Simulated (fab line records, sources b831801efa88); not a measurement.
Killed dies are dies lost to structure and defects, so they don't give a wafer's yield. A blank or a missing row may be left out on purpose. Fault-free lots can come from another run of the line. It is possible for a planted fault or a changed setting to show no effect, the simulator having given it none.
Chamber matching | flow sfq-line | SFQ_TRILAYER_I1_CMP_CMP_046 on cmp-02 has 4 sister chambers
The step polishes SiO2. 18 wafers are shown with their chamber, then 8 later ones without.

## WAFERS, EACH WITH ITS CHAMBER
wafer  | chamber | motor-current-A (A) | time-to-endpoint-s (s)
L641.1 | 0       | 10.2                | 209
L641.5 | 2       | 11.9                | 221
L641.6 | 1       | 10.1                | 218
L642.1 | 1       | 10.2                | 225
L642.4 | 3       | 11.0                | 218
L642.6 | 2       | 12.3                | 232
L643.4 | 2       | 11.2                | 209
L643.5 | 1       | 10.2                | 222
L643.6 | 0       | 9.6                 | 208
L644.1 | 1       | 10.5                | 206
L644.3 | 2       | 12.4                | 219
L644.5 | 3       | 10.3                | 221
L645.2 | 0       | 9.6                 | 204
L645.3 | 2       | 11.1                | 208
L645.6 | 1       | 10.0                | 219
L646.1 | 1       | 9.8                 | 212
L646.3 | 2       | 11.6                | 205
L646.6 | 1       | 10.4                | 214

SIGNATURES (means of the wafers above)
reading            | chamber 0 | chamber 1 | chamber 2 | chamber 3 | scatter within a chamber
motor-current-A    | 9.800     | 10.171    | 11.750    | 10.650    | 0.407
time-to-endpoint-s | 207.00    | 216.57    | 215.67    | 219.50    | 7.51
Rule: a wafer lies at a distance from a chamber equal to the root of the sum of squares, over the readings, of (its reading less the chamber's mean, divided by the reading's scatter). If the next closest chamber is less than 2 further off than the closest, the wafer can't be placed; otherwise it belongs to the closest. The scatter: take each reading less its chamber's mean, square it, sum over the shown wafers, divide by the number of wafers less the number of chambers, and take the root.

## WAFERS WITHOUT THEIR CHAMBER
wafer  | motor-current-A (A) | time-to-endpoint-s (s)
L648.1 | 11.3                | 210
L648.2 | 10.6                | 207
L648.3 | 11.3                | 209
L649.3 | 9.9                 | 209
L649.4 | 11.6                | 223
L649.6 | 11.3                | 219
L650.5 | 10.7                | 207
L650.6 | 9.8                 | 212

## EACH ONE'S CHAMBER
wafer  | from the rows above               | in truth
L648.1 | can't be placed: 2 or 3 or 1      | 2
L648.2 | can't be placed: 1 or 3 or 0 or 2 | 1
L648.3 | can't be placed: 2 or 3 or 1      | 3
L649.3 | can't be placed: 0 or 1 or 3      | 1
L649.4 | can't be placed: 2 or 3           | 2
L649.6 | can't be placed: 2 or 3 or 1      | 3
L650.5 | can't be placed: 3 or 1 or 0 or 2 | 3
L650.6 | can't be placed: 0 or 1 or 3      | 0
0 of 8 placed correctly. Cannot be placed on the basis of these rows: 8; the candidates contain the true chamber in 8. Number placed wrongly: 0.
